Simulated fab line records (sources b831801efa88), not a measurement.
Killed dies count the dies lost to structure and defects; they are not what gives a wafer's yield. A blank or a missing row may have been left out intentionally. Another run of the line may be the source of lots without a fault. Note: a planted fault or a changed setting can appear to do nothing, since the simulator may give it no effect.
Matching of chambers    flow gf180mcu    cmp-01 running GF_CONTACT_CMP_27: 4 sister chambers
The step polishes, stops on SiO2, t overpolish 15 s, target thk 0 nm. 7 wafers are shown with their chamber, then 7 later ones without.

== WAFERS WITH THEIR CHAMBER ==
wafer   chamber  motor-current-A (A)  retaining-ring-pressure-frac
L779.6  2        10.2                 1.001
L784.1  3        9.1                  0.994
L785.1  0        11.1                 1.003
L785.2  1        12.2                 1.001
L785.5  0        11.0                 0.994
L794.2  1        11.7                 0.997
L794.3  2        9.8                  1.001

== WAFERS WHOSE CHAMBER IS MISSING ==
wafer   motor-current-A (A)  retaining-ring-pressure-frac
L794.4  10.9                 1.001
L795.2  11.0                 0.997
L795.4  9.1                  1.005
L795.5  11.4                 0.995
L796.2  11.8                 1.006
L796.4  11.1                 0.994
L796.6  12.1                 1.008

== EACH ONE'S CHAMBER ==
wafer   from the rows above      in truth
L794.4  0                        0
L795.2  0                        0
L795.4  can't be placed: 3 or 2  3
L795.5  can't be placed: 0 or 1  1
L796.2  can't be placed: 1 or 0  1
L796.4  0                        0
L796.6  1                        1
Placed correctly: 4 of 7. Can't be placed from these rows: 3 (the true chamber is among the candidates in 3). 0 placed wrongly.
How it was worked out, from the rows above alone: a wafer's distance from a chamber is the root of the sum, over the readings, of the square of ((its reading less the chamber's mean) divided by the reading's scatter). The wafer belongs to the nearest chamber; if the next one is less than 2 further off, it can't be placed. Each chamber's mean is taken over the wafers shown for it. The scatter: take each reading less its chamber's mean, square it, sum over the shown wafers, divide by the number of wafers less the number of chambers, and take the root.
